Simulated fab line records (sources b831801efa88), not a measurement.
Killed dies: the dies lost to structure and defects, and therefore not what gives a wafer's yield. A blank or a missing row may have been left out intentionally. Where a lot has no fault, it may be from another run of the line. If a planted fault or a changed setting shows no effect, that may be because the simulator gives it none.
Check for tools in common || flow gf180mcu || Sample size 13 lots and 45 wafers

THE REASON FOR OPENING IT
At GF_V2_RS_MEAS_24 the reading V2_W_RS is flagged on 2 of 13 lots. Fault-free wafers read 0.327 ohm/sq, with a standard deviation of 0.0045.
Rule: flag the lot when none of its wafers has a number, or when each of its wafers that has one lies beyond 4 standard deviations from that mean. All remaining lots are regarded as sound.

{"lot": "L669", "measured": "day 20 15:19", "on": "film_metro-02", "V2_W_RS (ohm/sq), wafer by wafer": "0.328 0.317 0.328", "flag": ""}
{"lot": "L668", "measured": "day 20 19:05", "on": "film_metro-01", "V2_W_RS (ohm/sq), wafer by wafer": "0.321 0.317 0.322", "flag": ""}
{"lot": "L671", "measured": "day 21 13:04", "on": "film_metro-02", "V2_W_RS (ohm/sq), wafer by wafer": "0.326 0.327 0.323", "flag": ""}
{"lot": "L672", "measured": "day 21 14:50", "on": "film_metro-03", "V2_W_RS (ohm/sq), wafer by wafer": "0.327 0.328 0.327", "flag": ""}
{"lot": "L676", "measured": "day 23 04:10", "on": "film_metro-01", "V2_W_RS (ohm/sq), wafer by wafer": "0.332 0.336 0.331", "flag": ""}
{"lot": "L677", "measured": "day 23 11:31", "on": "film_metro-02", "V2_W_RS (ohm/sq), wafer by wafer": "0.327 0.325 0.326", "flag": ""}
{"lot": "L679", "measured": "day 24 04:46", "on": "film_metro-02", "V2_W_RS (ohm/sq), wafer by wafer": "0.325 0.330 0.327", "flag": ""}
{"lot": "L684", "measured": "day 25 21:47", "on": "film_metro-02", "V2_W_RS (ohm/sq), wafer by wafer": "0.196 0.195 0.194 0.196 0.195 0.195", "flag": "FLAGGED"}
{"lot": "L685", "measured": "day 26 21:31", "on": "film_metro-03", "V2_W_RS (ohm/sq), wafer by wafer": "0.193 0.195 0.192 0.193 0.195 0.192", "flag": "FLAGGED"}
{"lot": "L686", "measured": "day 27 07:20", "on": "film_metro-03", "V2_W_RS (ohm/sq), wafer by wafer": "0.328 0.329 0.327", "flag": ""}
{"lot": "L688", "measured": "day 28 02:15", "on": "film_metro-01", "V2_W_RS (ohm/sq), wafer by wafer": "0.333 0.329 0.331", "flag": ""}
{"lot": "L690", "measured": "day 28 06:25", "on": "film_metro-02", "V2_W_RS (ohm/sq), wafer by wafer": "0.332 0.333 0.334", "flag": ""}
{"lot": "L691", "measured": "day 28 11:37", "on": "film_metro-01", "V2_W_RS (ohm/sq), wafer by wafer": "0.328 0.330 0.334", "flag": ""}
The mean of the flagged lots' numbers is 0.194 ohm/sq, -0.133 ohm/sq from the usual (-30 standard deviations).

LOT BY LOT: THE TOOL USED
Before the reading, the record contains 3 process steps out of a 602-step route. Cell contents, in order: the tool; ch with the chambers the sampled wafers went through; the start.
{"lot": "L669", "flag": "", "GF_V2_ETCH_17": "rie_diel-01 ch 1,2,3, day 20 15:05 or earlier", "GF_V2_SPUTTER_22": "pvd_sputter-02, day 20 15:05", "GF_V2_CVD_23": "cvd_w-01 ch 0,1, day 20 15:10"}
{"lot": "L668", "flag": "", "GF_V2_ETCH_17": "rie_diel-04 ch 0,1, day 20 18:50 or earlier", "GF_V2_SPUTTER_22": "pvd_sputter-02, day 20 18:50", "GF_V2_CVD_23": "cvd_w-01 ch 0, day 20 18:52"}
{"lot": "L671", "flag": "", "GF_V2_ETCH_17": "rie_diel-03 ch 0,2,3, day 21 12:55 or earlier", "GF_V2_SPUTTER_22": "pvd_sputter-01, day 21 12:55", "GF_V2_CVD_23": "cvd_w-01 ch 0,1, day 21 12:57"}
{"lot": "L672", "flag": "", "GF_V2_ETCH_17": "rie_diel-01 ch 1,2, day 21 14:41 or earlier", "GF_V2_SPUTTER_22": "pvd_sputter-04, day 21 14:41", "GF_V2_CVD_23": "cvd_w-02 ch 0,1, day 21 14:43"}
{"lot": "L676", "flag": "", "GF_V2_ETCH_17": "rie_diel-03 ch 2,3, day 23 03:59 or earlier", "GF_V2_SPUTTER_22": "pvd_sputter-01, day 23 03:59", "GF_V2_CVD_23": "cvd_w-02 ch 0,1, day 23 04:04"}
{"lot": "L677", "flag": "", "GF_V2_ETCH_17": "rie_diel-03 ch 0,1,3, day 23 11:20 or earlier", "GF_V2_SPUTTER_22": "pvd_sputter-01, day 23 11:20", "GF_V2_CVD_23": "cvd_w-01 ch 1, day 23 11:23"}
{"lot": "L679", "flag": "", "GF_V2_ETCH_17": "rie_diel-04 ch 1,2,3, day 24 04:35 or earlier", "GF_V2_SPUTTER_22": "pvd_sputter-02, day 24 04:35", "GF_V2_CVD_23": "cvd_w-01 ch 0,1, day 24 04:40"}
{"lot": "L684", "flag": "FLAGGED", "GF_V2_ETCH_17": "rie_diel-04 ch 1,2, day 25 21:37 or earlier", "GF_V2_SPUTTER_22": "pvd_sputter-01, day 25 21:37", "GF_V2_CVD_23": "cvd_w-01 ch 1, day 25 21:40"}
{"lot": "L685", "flag": "FLAGGED", "GF_V2_ETCH_17": "rie_diel-01 ch 0,1,3, day 26 21:20 or earlier", "GF_V2_SPUTTER_22": "pvd_sputter-02, day 26 21:20", "GF_V2_CVD_23": "cvd_w-01 ch 0,1, day 26 21:25"}
{"lot": "L686", "flag": "", "GF_V2_ETCH_17": "rie_diel-03 ch 0,3, day 27 07:10 or earlier", "GF_V2_SPUTTER_22": "pvd_sputter-02, day 27 07:10", "GF_V2_CVD_23": "cvd_w-02 ch 0,1, day 27 07:13"}
{"lot": "L688", "flag": "", "GF_V2_ETCH_17": "rie_diel-03 ch 1,2,3, day 28 02:05 or earlier", "GF_V2_SPUTTER_22": "pvd_sputter-02, day 28 02:05", "GF_V2_CVD_23": "cvd_w-02 ch 0,1, day 28 02:07"}
{"lot": "L690", "flag": "", "GF_V2_ETCH_17": "rie_diel-04 ch 0,2, day 28 06:16 or earlier", "GF_V2_SPUTTER_22": "pvd_sputter-02, day 28 06:16", "GF_V2_CVD_23": "cvd_w-02 ch 0,1, day 28 06:19"}
{"lot": "L691", "flag": "", "GF_V2_ETCH_17": "rie_diel-03 ch 0,1,2, day 28 11:28 or earlier", "GF_V2_SPUTTER_22": "pvd_sputter-04, day 28 11:28", "GF_V2_CVD_23": "cvd_w-02 ch 0,1, day 28 11:31"}
What is done by these steps:
- GF_V2_ETCH_17: etches SiO2 in C4F8/O2/Ar, stops on TiN, target depth 630 nm.
- GF_V2_SPUTTER_22: material TiN, target thk 10 nm, time 40 s.
- GF_V2_CVD_23: deposits W, target thk 350 nm, time 104.94 s.
- GF_V2_RS_MEAS_24: measures by four-point-probe.

FLAGGED AGAINST TOTAL, ONE TOOL AT A TIME (gauges that did the reading follow at the end)
{"step": "GF_V2_ETCH_17", "tool": "rie_diel-01", "lots run": 3, "flagged": 1, "share of the flagged lots": "some", "sound lots run after its first flagged lot": 0}
{"step": "GF_V2_ETCH_17", "tool": "rie_diel-03", "lots run": 6, "flagged": 0, "share of the flagged lots": "none", "sound lots run after its first flagged lot": "-"}
{"step": "GF_V2_ETCH_17", "tool": "rie_diel-04", "lots run": 4, "flagged": 1, "share of the flagged lots": "some", "sound lots run after its first flagged lot": "1 (L690)"}
{"step": "GF_V2_SPUTTER_22", "tool": "pvd_sputter-01", "lots run": 4, "flagged": 1, "share of the flagged lots": "some", "sound lots run after its first flagged lot": 0}
{"step": "GF_V2_SPUTTER_22", "tool": "pvd_sputter-02", "lots run": 7, "flagged": 1, "share of the flagged lots": "some", "sound lots run after its first flagged lot": "3 (L686,L688,L690)"}
{"step": "GF_V2_SPUTTER_22", "tool": "pvd_sputter-04", "lots run": 2, "flagged": 0, "share of the flagged lots": "none", "sound lots run after its first flagged lot": "-"}
{"step": "GF_V2_CVD_23", "tool": "cvd_w-01", "lots run": 7, "flagged": 2, "share of the flagged lots": "all", "sound lots run after its first flagged lot": 0}
{"step": "GF_V2_CVD_23", "tool": "cvd_w-02", "lots run": 6, "flagged": 0, "share of the flagged lots": "none", "sound lots run after its first flagged lot": "-"}
{"step": "GF_V2_RS_MEAS_24", "tool": "film_metro-01", "lots run": 4, "flagged": 0, "share of the flagged lots": "none", "sound lots run after its first flagged lot": "-"}
{"step": "GF_V2_RS_MEAS_24", "tool": "film_metro-02", "lots run": 6, "flagged": 1, "share of the flagged lots": "some", "sound lots run after its first flagged lot": "1 (L690)"}
{"step": "GF_V2_RS_MEAS_24", "tool": "film_metro-03", "lots run": 3, "flagged": 1, "share of the flagged lots": "some", "sound lots run after its first flagged lot": "1 (L686)"}
Because GF_V2_ETCH_17 lacks a start for some lots, the hours and order of its lots are taken from GF_V2_SPUTTER_22.

WHAT THE TABLE PERMITS
Rows of the table that ran each flagged lot: 1, that is cvd_w-01 at GF_V2_CVD_23.
- cvd_w-01 at GF_V2_CVD_23 ran 7 lots, 2 of them flagged. Its last sound lot is L679 (day 24 04:40), its first flagged lot L684 (day 25 21:40): a fault that began between those two fits. Its own readings lie more than 4 standard deviations out on every wafer of the flagged lots: heater_power_outer_w, susceptor_temp_C.
What remains is a single tool, cvd_w-01 at GF_V2_CVD_23.

WHAT THE SIMULATOR PUT IN
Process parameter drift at GF_V2_CVD_23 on cvd_w-01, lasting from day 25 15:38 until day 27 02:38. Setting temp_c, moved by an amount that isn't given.
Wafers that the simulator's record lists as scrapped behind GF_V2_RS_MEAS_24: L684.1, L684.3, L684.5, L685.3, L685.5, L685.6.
Lots struck among those shown: L684, L685. This agrees with what the rule above found.
